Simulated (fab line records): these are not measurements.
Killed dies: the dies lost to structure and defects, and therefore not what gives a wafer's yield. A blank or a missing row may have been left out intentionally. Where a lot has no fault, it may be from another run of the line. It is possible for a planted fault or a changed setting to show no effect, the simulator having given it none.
The same fault as seen by 2 desks | flow sky130 | each desk has only its own numbers; what lay behind them comes last

THE METROLOGY DESK
Means of the sampled wafers that have a number, per lot and without regard to the tool the lot ran on: this is what the gauges read. Marked OUT: a lot whose mean sits more than 4 standard deviations from the usual mean, which makes it out of limits; the brackets give that distance.
Columns: A = LDD_HVN_OVL at SKY_LDD_HVN_OVL_MEAS_07, usual -1.5 nm; B = LDD_HVN_TW at SKY_LDD_HVN_TW_MEAS_10, usual 1447; C = LDD_HVP_OVL at SKY_LDD_HVP_OVL_MEAS_07, usual -0.1 nm
lot  | first seen here | A    | B    | C
L131 | day 23 00:40    | -0.6 | 1432 | 0.0
L134 | day 23 23:46    | -1.0 | 1455 | -0.8
L143 | day 26 20:31    | -2.7 | 1428 | 0.2
L145 | day 27 13:55    | -0.6 | 1449 | -1.5
L146 | day 27 16:37    | -0.1 | 1444 | 0.0
L147 | day 28 08:55    | 0.1  | 1457 | -0.4
This desk's verdict: no lot among the 6 shows anything out of limits.

DESK OF THE TOOL OWNER: litho track-02
The tool's own readings at SKY_LDD_HVP_DEVELOP_06 (develop time 57.28 s): means of the sampled wafers that have a number, for each lot that ran on this tool. Marked OUT: a lot whose mean sits more than 4 standard deviations from the usual mean, which makes it out of limits; the brackets give that distance.
Columns: A = developer temp C at SKY_LDD_HVP_DEVELOP_06, usual 23.00 C
lot  | first seen here | A
L134 | day 25 06:01    | 23.03
L143 | day 28 01:34    | 22.08 (-7.6) OUT
L145 | day 28 18:38    | 22.02 (-8.2) OUT
This desk's finding: out of limits on L143, L145; first on L143, day 28 01:34 (developer temp C at SKY_LDD_HVP_DEVELOP_06). In limits: L134.

ALL TOGETHER
The tool owner's desk had the chance to raise an alarm at day 28 01:34 on L143, L145.
Metrology desk: nothing out of limits seen.
The metrology desk holds a record of L143, L145, inside its limits.
Every lot named ran SKY_LDD_HVP_DEVELOP_06 on litho track-02.

WHAT THE SIMULATOR HAD PUT IN
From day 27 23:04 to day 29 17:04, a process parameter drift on litho track-02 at SKY_LDD_HVP_DEVELOP_06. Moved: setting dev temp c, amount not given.
Shown lots that were struck: L143, L145.
Time in hours from fault onset to the first out-of-limits reading at each desk: the tool owner's desk, 2.
